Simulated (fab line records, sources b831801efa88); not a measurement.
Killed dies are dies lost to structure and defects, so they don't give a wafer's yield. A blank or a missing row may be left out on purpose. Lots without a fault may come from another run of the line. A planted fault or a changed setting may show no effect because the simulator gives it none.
fab line records | flow sfq_line
record lots=6 wafers=18 last_day=92
route steps=325 shown M2@92 I2@103
lots that met no fault: from a run of the same line without faults
start_h: hours from the record's first day to the start of the lot's first wafer shown | wait_h: hours since the lot's step before | " the same as in the row above | L1.1+2: a row that stands for several wafers | - no value, or no start given | * or withheld: withheld | < > ~ a bound
route shown NAME@n: a module of which the file shows steps, and the number in the route of the first | usual: mean/standard deviation of fault-free wafers | same: alike in all rows | chamber/n: place in a boat | sites: the reading at each site | _std_site: their standard deviation | _edge_site: outer sites' mean less inner sites' | radius_mm: how far each site lies from the wafer's centre | mask NAME#n: copy n | behind: the tool/chamber that last shaped the wafer | hold: why the lot was held/for how many hours/how that ended | device: the transistor (n, p or np) that didn't switch | end of line: the same wafers' tests at the end of the route | a step without rows: its recipe alone | killed: dies lost to structure and defects at the first sort, not the wafer's yield | map: a wafer's dies, x killed, . not, _ none there
set.NAME: the setting as run; set.NAME@STEP: as run at that earlier step | model.NAME: the simulator's own value behind a step, which no gauge read
lots at some steps of the route; a table a step, a row a wafer
services: from which hour (start_h, from the record's first day; less than 0 if before it) a tool's chamber was out of use, for how many hours, and why
## steps
# step SFQ_TRILAYER_M2_LITHO_COAT_062
# recipe resist=BARC spin_rpm=3000 resist_thk_nm=62
# step SFQ_TRILAYER_M2_LITHO_COAT_057
# recipe resist=KrF spin_rpm=3000 resist_thk_nm=600
# step SFQ_TRILAYER_M2_LITHO_SOFTBAKE_061
# recipe temp_c=withheld time_s=withheld resist=KrF
# step SFQ_TRILAYER_M2_LITHO_EXPOSE_058
# recipe mask_id=M2 na=0.6 source_shape=conventional sigma_outer=0.65 target_cd_nm=500 dose_mj=14.4
# step SFQ_TRILAYER_M2_LITHO_PEB_060
# recipe peb_temp_c=115 peb_time_s=60 resist=KrF
# step SFQ_TRILAYER_M2_LITHO_DEVELOP_059
# recipe time_s=60 resist=KrF
# step SFQ_M2_OVL_MEAS_916
# usual M2_OVL=-1/6.7
# columns lot.wafer tool chamber start_h wait_h M2_OVL[nm]
L679.1 overlay-01 - 560.64 0.1 10
L679.2 " - " " 6
L679.3 " - " " -1
L682.1 overlay-02 - 594.34 0.1 0
L682.4 " - " " 18
L682.5 " - " " 2
L692.2 overlay-01 - 709.29 0.1 -6
L692.3 " - " " 3
L692.6 " - " " -4
L693.2 overlay-01 - 718.92 0.1 1
L693.4 " - " " -4
L693.5 " - " " -8
L696.1 overlay-02 - 756.81 0.1 10
L696.3 " - " " 3
L696.5 " - " " 4
L698.1 overlay-02 - 779.46 0.1 7
L698.4 " - " " 4
L698.6 " - " " 0
# step SFQ_TRILAYER_M2_BARC_OPEN_METAL_ETCH_077
# recipe mask_material=PR chemistry=O2 target_depth_nm=125 target=BARC icp_w=600 bias_w=80 pressure_mtorr=10 time_s=41.7
# usual chamber_pressure_mTorr=10.000/0.0092 drypump_motor_current_A=5.92/0.26 oes_product_au=0.685/0.0042
# columns lot.wafer tool chamber start_h wait_h chamber_pressure_mTorr drypump_motor_current_A oes_product_au rf_hours_counter_h
L679.1 rie_metal-04 1 560.68 0.0 9.998 6.15 0.689 26
L679.2 " 0 " " 9.984 5.76 0.687 61
L679.3 " 1 " " 10.002 6.14 0.688 -
L682.1 rie_metal-02 1 594.38 0.0 9.991 6.31 0.694 62
L682.4 " 0 " " 9.995 5.46 0.690 -
L682.5 " 0 " " 9.993 5.49 0.680 -
L692.2 rie_metal-02 0 709.32 0.0 9.993 5.46 0.683 17
L692.3 " 1 " " 10.017 6.32 0.684 -
L692.6 " 0 " " 9.991 5.46 0.679 -
L693.2 rie_metal-04 0 718.95 0.0 9.995 5.75 0.685 80
L693.4 " 0 " " 10.005 5.78 0.683 -
L693.5 " 1 " " 9.999 6.19 0.687 -
L696.1 rie_metal-04 0 756.85 0.0 10.008 5.78 0.692 86
L696.3 " 0 " " 10.009 5.78 0.688 -
L696.5 " 0 " " 10.004 5.79 0.687 -
L698.1 rie_metal-04 0 779.49 0.0 10.007 5.80 0.680 90
L698.4 " 0 " " 9.983 5.76 0.684 -
L698.6 " 1 " " 9.994 6.22 0.684 -
# step SFQ_TRILAYER_M2_ETCH_METAL_ETCH_060
# recipe target=Nb stop_on=SiO2 mask_material=PR chemistry=Cl2/Ar target_depth_nm=240 icp_w=600 bias_w=80 pressure_mtorr=10 time_s=120
# usual chamber_pressure_mTorr=9.999/0.0082 drypump_motor_current_A=5.91/0.26 oes_product_au=0.891/0.0069
# columns lot.wafer tool chamber start_h wait_h chamber_pressure_mTorr drypump_motor_current_A oes_product_au rf_hours_counter_h
L679.1 rie_metal-04 1 560.74 0.0 10.018 6.17 0.887 27
L679.2 " 0 " " 9.995 5.79 0.885 61
L679.3 " 1 " " 9.997 6.20 0.893 -
L682.1 rie_metal-02 1 594.44 0.0 9.990 6.29 0.894 62
L682.4 " 0 " " 9.991 5.46 0.896 -
L682.5 " 0 " " 9.995 5.46 0.888 -
L692.2 rie_metal-02 0 709.38 0.0 10.000 5.46 0.877 17
L692.3 " 1 " " 10.016 6.29 0.897 -
L692.6 " 0 " " 10.006 5.46 0.880 -
L693.2 rie_metal-04 0 719.01 0.0 10.000 5.74 0.885 80
L693.4 " 0 " " 10.006 5.77 0.891 -
L693.5 " 1 " " 10.009 6.14 0.897 -
L696.1 rie_metal-04 0 756.91 0.0 10.000 5.77 0.891 86
L696.3 " 0 " " 10.007 5.76 0.890 -
L696.5 " 0 " " 10.004 5.78 0.886 -
L698.1 rie_metal-04 0 779.55 0.0 10.008 5.80 0.887 90
L698.4 " 0 " " 10.011 5.79 0.886 -
L698.6 " 1 " " 10.012 6.16 0.884 -
# step SFQ_TRILAYER_M2_STRIP_STRIP_061
# recipe gas=O2 power_w=200 platen_temp_c=40 overash_fraction=0.65 chemistry=O2 pressure_mtorr=50
# usual chamber_pressure_mTorr=50.00/0.042 drypump_motor_current_A=5.92/0.26 oes_product_au=1.004/0.009
# columns lot.wafer tool chamber start_h wait_h chamber_pressure_mTorr drypump_motor_current_A oes_product_au rf_hours_counter_h
L679.1 rie_metal-04 1 560.86 0.1 49.95 6.14 1.006 27
L679.2 " 0 " " 49.97 5.78 1.010 61
L679.3 " 1 " " 49.89 6.14 1.000 -
L682.1 rie_metal-02 1 594.56 0.1 50.08 6.30 1.008 62
L682.4 " 0 " " 50.03 5.48 1.001 -
L682.5 " 0 " " 50.01 5.47 0.993 -
L692.2 rie_metal-02 0 709.51 0.1 49.96 5.46 1.000 17
L692.3 " 1 " " 50.10 6.30 1.023 -
L692.6 " 0 " " 49.94 5.49 1.012 -
L693.2 rie_metal-04 0 719.13 0.1 50.03 5.80 1.012 80
L693.4 " 0 " " 49.97 5.75 1.001 -
L693.5 " 1 " " 49.95 6.20 1.006 -
L696.1 rie_metal-04 0 757.03 0.1 50.06 5.78 1.011 86
L696.3 " 0 " " 50.05 5.77 0.999 -
L696.5 " 0 " " 50.04 5.76 1.006 -
L698.1 rie_metal-04 0 779.68 0.1 50.06 5.78 1.004 90
L698.4 " 0 " " 50.01 5.77 1.002 -
L698.6 " 1 " " 49.97 6.16 1.011 -
# step SFQ_TRILAYER_M2_STRIP_SOLV_CLEAN_062
# recipe chemistry=NMP temp_c=70 time_s=600
# step SFQ_TRILAYER_I2_DEP_PECVD_063
# recipe material=SiO2 temp_c=150 time_s=111.11 pressure_torr=2.4 rf_w=183.3 precursor=SiH4/N2O target_thk_nm=500
# usual heater_power_w=86/17 run_length_s=138.9/0.62 showerhead_vpp_V=832/46 susceptor_temp_C=149.99/0.12 throttle_valve_pct=24.8/1.4
# columns lot.wafer tool chamber start_h wait_h heater_power_w run_length_s showerhead_vpp_V susceptor_temp_C throttle_valve_pct model.SiO2_of_TRILAYER_I2_DEP_PECVD_063.thk_nm
L679.1 pecvd-02 2 561.64 0.0 83 139.6 769 150.11 24.7 497.6
L679.2 " 0 " " 100 138.9 858 150.05 24.5 486.8
L679.3 " 1 " " 110 138.7 793 149.85 27.3 496.8
L682.1 pecvd-04 1 595.34 0.0 56 139.5 896 149.67 24.6 497.3
L682.4 " 1 " " 58 140.5 887 150.08 24.3 509.3
L682.5 " 1 " " 60 139.6 896 149.98 24.3 499.5
L692.2 pecvd-02 1 710.46 0.0 112 152.0 793 150.11 27.1 553.1
L692.3 " 2 " " 96 152.3 769 149.96 24.6 551.7
L692.6 " 1 " " 116 151.7 795 149.85 27.0 560.8
L693.2 pecvd-02 2 719.91 0.0 87 152.4 765 149.86 25.1 556.1
L693.4 " 0 " " 103 151.7 855 150.19 24.7 556.5
L693.5 " 2 " " 90 152.6 771 149.97 25.0 563.7
L696.1 pecvd-03 0 757.81 0.0 73 138.0 781 150.00 26.0 487
L696.3 " 2 " " 86 139.1 832 150.07 24.9 490.4
L696.5 " 0 " " 78 138.8 789 150.07 26.1 497.2
L698.1 pecvd-04 1 780.45 0.0 64 139.5 908 149.83 25.2 499
L698.4 " 0 " " 65 138.2 808 150.10 23.5 493.1
L698.6 " 2 " " 87 138.0 859 150.02 22.7 495.2
# step SFQ_TRILAYER_I2_CMP_CMP_064
# recipe material=SiO2 down_force_psi=3 platen_rpm=60 pad_velocity_m_s=0.94248
# usual edge_zone_pressure_frac=0.999/0.0055 head_pressure_psi=3.000/0.0071 motor_current_A=10.1/1.1 time_to_endpoint_s=212/7.2
# columns lot.wafer tool chamber start_h wait_h edge_zone_pressure_frac head_pressure_psi motor_current_A time_to_endpoint_s
L679.1 cmp-01 0 575.83 14.2 1.006 3.010 9.8 210
L679.2 " 1 " " 0.999 3.007 11.4 200
L679.3 " 3 577.33 15.7 1.001 2.997 10.0 207
L682.1 cmp-02 0 596.88 1.5 0.991 2.994 11.2 219
L682.4 " 1 " " 0.995 2.997 9.8 224
L682.5 " 0 599.04 3.6 1.000 3.005 11.1 223
L692.3 cmp-01 1 712.04 1.5 1.010 2.995 10.8 248
L692.2 " 2 " " 1.004 2.995 10.2 244
L692.6 " 2 714.54 4.0 1.002 2.993 10.3 242
L693.4 cmp-01 2 720.56 0.6 0.997 2.995 10.0 254
L693.2 " 3 " " 0.999 3.000 10.3 258
L693.5 " 2 722.56 2.6 0.995 3.010 10.3 257
L696.1 cmp-01 0 762.48 4.6 0.995 3.002 8.9 206
L696.3 " 2 763.48 5.6 0.996 3.007 10.4 204
L696.5 " 1 764.98 7.1 1.002 2.997 10.9 212
L698.4 cmp-02 0 784.11 3.6 0.997 2.999 10.7 215
L698.1 " 1 " " 1.002 2.984 9.7 218
L698.6 " 3 785.61 5.1 0.995 3.005 10.8 204
# step SFQ_I2_BOW_MEAS_917
# recipe mode=bow
# usual I2_BOW=2/7.7
# columns lot.wafer tool chamber start_h wait_h I2_BOW[um]
L679.1 film_metro-03 - 578.83 2.5 -10
L679.2 " - " " -9
L679.3 " - " " -3
L682.1 film_metro-02 - 599.57 2.2 10
L682.4 " - " " 1
L682.5 " - " " 13
L692.2 film_metro-04 - 715.06 2.0 10
L692.3 " - " " 6
L692.6 " - " " 4
L693.2 film_metro-04 - 723.58 2.0 15
L693.4 " - " " 1
L693.5 " - " " 2
L696.1 film_metro-03 - 765.48 2.5 4
L696.3 " - " " 0
L696.5 " - " " 5
L698.1 film_metro-04 - 786.61 1.5 -8
L698.4 " - " " -19
L698.6 " - " " -17
## services
# columns tool chamber start_h hours kind
pecvd-03 - 543.97 1.4 repair
pecvd-04 - 563.75 14.0 pm
pecvd-04 0 563.75 14.0 vent_cycle
pecvd-04 1 563.75 14.0 vent_cycle
pecvd-04 2 563.75 14.0 vent_cycle
cmp-02 - 576.42 4.0 pm
pecvd-04 0 577.75 - clean
pecvd-04 1 577.75 - clean
pecvd-04 2 577.75 - clean
cmp-02 - 580.42 - consumable_replace:conditioner
pecvd-02 - 589.57 2.0 repair
pecvd-04 0 594.34 5.0 repair
cmp-02 - 606.68 1.4 repair
cmp-02 - 652.54 6.7 pm
pecvd-03 1 665.43 13.2 repair
pecvd-03 - 668.48 0.7 repair
rie_metal-02 - 688.64 14.6 pm
cmp-02 - 705.89 2.4 repair
pecvd-04 - 730.72 1.0 repair
cmp-01 - 758.48 4.0 pm
cmp-01 - 762.48 - consumable_replace:conditioner
cmp-01 - 762.48 - consumable_replace:pad
pecvd-03 - 778.57 1.3 repair
cmp-01 - 783.48 6.7 pm
## key
first_sign step=SFQ_TRILAYER_I2_DEP_PECVD_063 reading=run_length_s direction=up sigmas=21 usual=* struck=*
effect step=SFQ_TRILAYER_I2_CMP_CMP_064 reading=time_to_endpoint_s direction=up sigmas=5.3 usual=* struck=*
model_effect step=SFQ_TRILAYER_I2_DEP_PECVD_063 value=SiO2_of_TRILAYER_I2_DEP_PECVD_063.thk_nm without=497.3 struck=557
met_at SFQ_TRILAYER_I2_DEP_PECVD_063
struck_wafers L692.2,L692.3,L692.6,L693.2,L693.4,L693.5
onset_between 561.64 710.46
fault kind=process_parameter_drift tool=pecvd-02 chamber=- onset_h=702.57 steps=SFQ_TRILAYER_I2_DEP_PECVD_063 channel=time_s offset=* shape=step end_h=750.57 acts_in=* stated=*
